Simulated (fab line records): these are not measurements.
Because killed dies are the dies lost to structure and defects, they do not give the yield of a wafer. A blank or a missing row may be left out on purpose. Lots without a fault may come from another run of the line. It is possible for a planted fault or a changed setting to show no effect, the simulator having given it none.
Which tool was responsible? / flow gf180mcu / 42 wafers from 14 lots sampled at 4 of the route's 602 steps

== WHAT THE GAUGES SHOWED, per wafer ==
GF_M1_RS_MEAS_05: measurement is done with a four-point probe. Usual: M1_ALCU_RS gives 0.0694 ohm/sq (standard deviation 0.00062).
lot=L139; measured=day 16 05:20; on=film_metro-04; M1_ALCU_RS (ohm/sq)=0.0693 0.0690 0.0687; flag=
lot=L140; measured=day 16 14:38; on=film_metro-04; M1_ALCU_RS (ohm/sq)=0.0698 0.0703 0.0704; flag=
lot=L142; measured=day 17 06:26; on=film_metro-02; M1_ALCU_RS (ohm/sq)=0.0693 0.0684 0.0697; flag=
lot=L143; measured=day 17 19:04; on=film_metro-03; M1_ALCU_RS (ohm/sq)=0.0694 0.0687 0.0692; flag=
lot=L144; measured=day 18 00:19; on=film_metro-02; M1_ALCU_RS (ohm/sq)=0.0694 0.0692 0.0690; flag=
lot=L145; measured=day 18 10:37; on=film_metro-03; M1_ALCU_RS (ohm/sq)=0.0696 0.0691 0.0685; flag=
lot=L147; measured=day 19 04:47; on=film_metro-02; M1_ALCU_RS (ohm/sq)=0.0698 0.0700 0.0705; flag=
lot=L148; measured=day 19 12:35; on=film_metro-03; M1_ALCU_RS (ohm/sq)=0.0694 0.0693 0.0694; flag=
lot=L151; measured=day 20 12:54; on=film_metro-04; M1_ALCU_RS (ohm/sq)=0.0702 0.0698 0.0702; flag=
lot=L152; measured=day 20 19:35; on=film_metro-04; M1_ALCU_RS (ohm/sq)=0.0705 0.0711 0.0702; flag=
lot=L157; measured=day 23 14:02; on=film_metro-03; M1_ALCU_RS (ohm/sq)=0.0683 0.0686 0.0689; flag=
lot=L158; measured=day 23 18:53; on=film_metro-03; M1_ALCU_RS (ohm/sq)=0.0704 0.0694 0.0706; flag=
lot=L160; measured=day 23 21:43; on=film_metro-03; M1_ALCU_RS (ohm/sq)=0.0685 0.0694 0.0686; flag=
lot=L161; measured=day 24 12:21; on=film_metro-04; M1_ALCU_RS (ohm/sq)=0.0690 0.0693 0.0690; flag=

GF_M2_THK_MEAS_06: measures by xrf. Usual: M2_ALCU_THK gives 449 nm (standard deviation 5.1).
lot=L139; measured=day 18 06:25; on=film_metro-02; M2_ALCU_THK (nm)=458 463 455; flag=
lot=L140; measured=day 18 16:56; on=film_metro-01; M2_ALCU_THK (nm)=449 443 442; flag=
lot=L142; measured=day 19 09:20; on=film_metro-03; M2_ALCU_THK (nm)=450 447 440; flag=
lot=L143; measured=day 19 23:45; on=film_metro-02; M2_ALCU_THK (nm)=451 445 443; flag=
lot=L144; measured=day 20 04:08; on=film_metro-01; M2_ALCU_THK (nm)=449 448 448; flag=
lot=L145; measured=day 20 14:15; on=film_metro-02; M2_ALCU_THK (nm)=454 449 449; flag=
lot=L147; measured=day 21 09:11; on=film_metro-03; M2_ALCU_THK (nm)=445 441 447; flag=
lot=L148; measured=day 21 16:58; on=film_metro-02; M2_ALCU_THK (nm)=441 449 452; flag=
lot=L151; measured=day 22 15:43; on=film_metro-01; M2_ALCU_THK (nm)=453 457 456; flag=
lot=L152; measured=day 22 22:07; on=film_metro-02; M2_ALCU_THK (nm)=443 447 449; flag=
lot=L157; measured=day 25 13:26; on=film_metro-01; M2_ALCU_THK (nm)=445 447 448; flag=
lot=L158; measured=day 25 18:05; on=film_metro-01; M2_ALCU_THK (nm)=438 441 442; flag=
lot=L160; measured=day 25 20:14; on=film_metro-03; M2_ALCU_THK (nm)=455 459 459; flag=
lot=L161; measured=day 26 10:56; on=film_metro-03; M2_ALCU_THK (nm)=451 448 453; flag=

GF_V2_THK_MEAS_03. Usual: V2_CVD_02_THK gives 848 nm (standard deviation 10).
lot=L139; measured=day 19 07:59; on=film_metro-04; V2_CVD_02_THK (nm)=844 863 853; flag=
lot=L140; measured=day 19 18:11; on=film_metro-01; V2_CVD_02_THK (nm)=849 844 853; flag=
lot=L142; measured=day 20 10:36; on=film_metro-02; V2_CVD_02_THK (nm)=844 833 848; flag=
lot=L143; measured=day 21 01:07; on=film_metro-02; V2_CVD_02_THK (nm)=838 857 860; flag=
lot=L144; measured=day 21 05:53; on=film_metro-04; V2_CVD_02_THK (nm)=851 859 861; flag=
lot=L145; measured=day 21 15:22; on=film_metro-04; V2_CVD_02_THK (nm)=837 844 846; flag=
lot=L147; measured=day 22 09:21; on=film_metro-04; V2_CVD_02_THK (nm)=852 854 862; flag=
lot=L148; measured=day 22 17:19; on=film_metro-01; V2_CVD_02_THK (nm)=853 864 864; flag=
lot=L151; measured=day 23 14:55; on=film_metro-04; V2_CVD_02_THK (nm)=847 856 856; flag=
lot=L152; measured=day 23 21:34; on=film_metro-04; V2_CVD_02_THK (nm)=830 852 850; flag=
lot=L157; measured=day 26 12:06; on=film_metro-01; V2_CVD_02_THK (nm)=833 859 841; flag=
lot=L158; measured=day 26 15:57; on=film_metro-04; V2_CVD_02_THK (nm)=839 845 843; flag=
lot=L160; measured=day 26 18:29; on=film_metro-01; V2_CVD_02_THK (nm)=839 853 865; flag=
lot=L161; measured=day 27 08:37; on=film_metro-02; V2_CVD_02_THK (nm)=830 845 855; flag=

== EACH LOT AND THE TOOL THAT RAN IT (in order: tool; ch and the chambers of the sampled wafers; start) ==
lot=L139; GF_POLY_GATE_ETCH_12=rie_diel-01 ch 0,1,3, day 9 05:04
lot=L140; GF_POLY_GATE_ETCH_12=rie_diel-01 ch 0,2,3, day 9 12:01
lot=L142; GF_POLY_GATE_ETCH_12=rie_diel-03 ch 0,3, day 10 03:28
lot=L143; GF_POLY_GATE_ETCH_12=rie_diel-03 ch 1,2,3, day 10 09:04
lot=L144; GF_POLY_GATE_ETCH_12=rie_diel-02 ch 1,2, day 10 13:37
lot=L145; GF_POLY_GATE_ETCH_12=rie_diel-01 ch 1,2,3, day 10 21:09
lot=L147; GF_POLY_GATE_ETCH_12=rie_diel-01 ch 0,1,2, day 11 12:31
lot=L148; GF_POLY_GATE_ETCH_12=rie_diel-01 ch 0,2, day 11 19:58
lot=L151; GF_POLY_GATE_ETCH_12=rie_diel-01 ch 0,1,2, day 12 15:43
lot=L152; GF_POLY_GATE_ETCH_12=rie_diel-02 ch 0,2,3, day 12 20:31
lot=L157; GF_POLY_GATE_ETCH_12=rie_diel-03 ch 0,1,2, day 15 07:07
lot=L158; GF_POLY_GATE_ETCH_12=rie_diel-03 ch 1,2,3, day 15 13:13
lot=L160; GF_POLY_GATE_ETCH_12=rie_diel-02 ch 0,1,3, day 15 16:01
lot=L161; GF_POLY_GATE_ETCH_12=rie_diel-03 ch 0,1,3, day 16 04:34
- GF_POLY_GATE_ETCH_12: etches BARC in N2/H2.

== AS READ BY THE TOOLS THEMSELVES (means over the sampled wafers that have a number; for cases with no such wafer, the mark the record gives instead) ==
GF_POLY_GATE_ETCH_12. Usual: bias_w 100.03 W, standard deviation 0.28; drypump_motor_current_A 5.6 A, standard deviation 0.45; oes_product_au 0.736 a.u., standard deviation 0.0051; throttle_valve_pct 13.214 %, standard deviation 0.0081.
lot=L139; tool=rie_diel-01; bias_w (W)=99.80; drypump_motor_current_A (A)=5.6; oes_product_au (a.u.)=0.735; throttle_valve_pct (%)=13.213; flag=
lot=L140; tool=rie_diel-01; bias_w (W)=99.97; drypump_motor_current_A (A)=5.5; oes_product_au (a.u.)=0.739; throttle_valve_pct (%)=13.210; flag=
lot=L142; tool=rie_diel-03; bias_w (W)=99.70; drypump_motor_current_A (A)=6.0; oes_product_au (a.u.)=0.736; throttle_valve_pct (%)=13.215; flag=
lot=L143; tool=rie_diel-03; bias_w (W)=100.30; drypump_motor_current_A (A)=5.2; oes_product_au (a.u.)=0.730; throttle_valve_pct (%)=13.219; flag=
lot=L144; tool=rie_diel-02; bias_w (W)=100.02; drypump_motor_current_A (A)=5.4; oes_product_au (a.u.)=0.738; throttle_valve_pct (%)=13.229; flag=
lot=L145; tool=rie_diel-01; bias_w (W)=99.90; drypump_motor_current_A (A)=5.7; oes_product_au (a.u.)=0.738; throttle_valve_pct (%)=13.216; flag=
lot=L147; tool=rie_diel-01; bias_w (W)=100.00; drypump_motor_current_A (A)=5.8; oes_product_au (a.u.)=0.733; throttle_valve_pct (%)=13.199; flag=
lot=L148; tool=rie_diel-01; bias_w (W)=100.33; drypump_motor_current_A (A)=5.6; oes_product_au (a.u.)=0.737; throttle_valve_pct (%)=13.217; flag=
lot=L151; tool=rie_diel-01; bias_w (W)=100.06; drypump_motor_current_A (A)=5.8; oes_product_au (a.u.)=0.741; throttle_valve_pct (%)=13.212; flag=
lot=L152; tool=rie_diel-02; bias_w (W)=100.03; drypump_motor_current_A (A)=5.6; oes_product_au (a.u.)=0.738; throttle_valve_pct (%)=13.213; flag=
lot=L157; tool=rie_diel-03; bias_w (W)=100.38; drypump_motor_current_A (A)=5.8; oes_product_au (a.u.)=0.736; throttle_valve_pct (%)=13.216; flag=
lot=L158; tool=rie_diel-03; bias_w (W)=96.57; drypump_motor_current_A (A)=5.2; oes_product_au (a.u.)=0.732; throttle_valve_pct (%)=13.210; flag=OFF
lot=L160; tool=rie_diel-02; bias_w (W)=99.94; drypump_motor_current_A (A)=5.7; oes_product_au (a.u.)=0.743; throttle_valve_pct (%)=13.206; flag=
lot=L161; tool=rie_diel-03; bias_w (W)=96.40; drypump_motor_current_A (A)=5.6; oes_product_au (a.u.)=0.738; throttle_valve_pct (%)=13.221; flag=OFF

== THE ANSWER, worked out from the rows above alone ==
Rule: take the mean of a lot's wafers that have a number; if it is more than 3 standard deviations from the usual mean, the lot is off. A lot without any number at a reading at which 4 lots or more have one is off too. The other lots that the step has rows for count as sound. After the gauges, taken in route order, come the tools' own readings; for these a lot's mean is taken, as printed above. At the first step where some lot is off, the reading lying furthest off is the one used; lots without a number count as furthest.
Off, at GF_POLY_GATE_ETCH_12 on bias_w: L158, L161.
If a tool, at that step or one of the process steps before it, ran each lot that is off and ran no sound lot following the first of them, it fits. One fits: rie_diel-03 at GF_POLY_GATE_ETCH_12. Its last sound lot is L157 (day 15 07:07), its first lot that is off L158 (day 15 13:13): a fault that began between those two fits.
On the lots that are off, the tool's own readings at GF_POLY_GATE_ETCH_12 differ by more than 5 times the standard deviation of the sound lots' means, which bears it out; bias_w reads 96.48 W there versus 100.04 W on the sound lots.

== WHAT THE SIMULATOR PUT IN ==
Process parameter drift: rie_diel-03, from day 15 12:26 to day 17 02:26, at GF_POLY_GATE_ETCH_12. From 100, the setting bias_w moved by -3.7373. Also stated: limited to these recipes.
Struck lots among those shown: L158, L161. This agrees with what the rule above found.
